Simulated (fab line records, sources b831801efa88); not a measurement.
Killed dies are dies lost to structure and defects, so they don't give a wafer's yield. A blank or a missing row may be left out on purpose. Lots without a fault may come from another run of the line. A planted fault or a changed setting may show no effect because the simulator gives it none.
One fault seen from 2 desks | flow sky130 | each desk has only its own numbers; what lay behind them comes last

THE TOOL OWNER'S DESK: pvd_sputter-04
The tool's own readings at SKY_METAL4_SPUTTER_03 (material Ti, target thk 5 nm, time 3.3 s): means of the sampled wafers that have a number, for each lot that ran on this tool. A lot is out of limits, marked OUT, if its mean lies more than 4 standard deviations from the usual mean; the brackets give that distance.
Columns: A = cathode_dc_power_W at SKY_METAL4_SPUTTER_03, usual 3000.1 W; B = throttle_valve_pct at SKY_METAL4_SPUTTER_03, usual 29.9 %
lot  | first seen here | A                        | B
L986 | day 41 20:14    | 3000.1                   | 31.5
L990 | day 42 15:32    | 3140.5 (+99 or more) OUT | 31.3
L992 | day 43 01:25    | 3140.7 (+99 or more) OUT | 30.8
This desk's finding: out of limits on L990, L992; first on L990, day 42 15:32 (cathode_dc_power_W at SKY_METAL4_SPUTTER_03). In limits: L986.

THE METROLOGY DESK
What the gauges read, lot by lot, whatever tool the lot ran on: means of the sampled wafers that have a number. A lot is out of limits, marked OUT, if its mean lies more than 4 standard deviations from the usual mean; the brackets give that distance.
Columns: A = SONOS_TUNNEL_OVL at SKY_SONOS_TUNNEL_OVL_MEAS_08, usual 0.2 nm
lot  | first seen here | A
L983 | day 12 00:26    | 2.0
L986 | day 13 08:37    | 1.8
L990 | day 14 11:10    | -2.7
L991 | day 14 20:43    | 0.3
L992 | day 14 23:56    | 0.6
L995 | day 16 09:26    | 0.1
L996 | day 16 14:49    | -0.8
L997 | day 17 01:38    | -0.3
L100 | day 17 22:50    | -1.4
L101 | day 17 23:19    | 1.4
L102 | day 18 08:49    | -1.2
This desk's finding: nothing out of limits on any of the 11 lots.

PUT TOGETHER
The tool owner's desk could have raised an alarm at day 42 15:32, on L990, L992.
The metrology desk saw nothing out of limits.
The metrology desk has L990, L992 on record, within its limits.
Of the lots named, all ran SKY_METAL4_SPUTTER_03 on pvd_sputter-04.

WHAT THE SIMULATOR HAD PUT IN
Process parameter drift: pvd_sputter-04, from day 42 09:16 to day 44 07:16, at SKY_METAL4_SPUTTER_03. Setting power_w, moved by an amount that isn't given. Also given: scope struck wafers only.
Lots struck among those shown: L990, L992.
Hours from the fault's start to each desk's first reading out of limits: the tool owner's desk, 6.
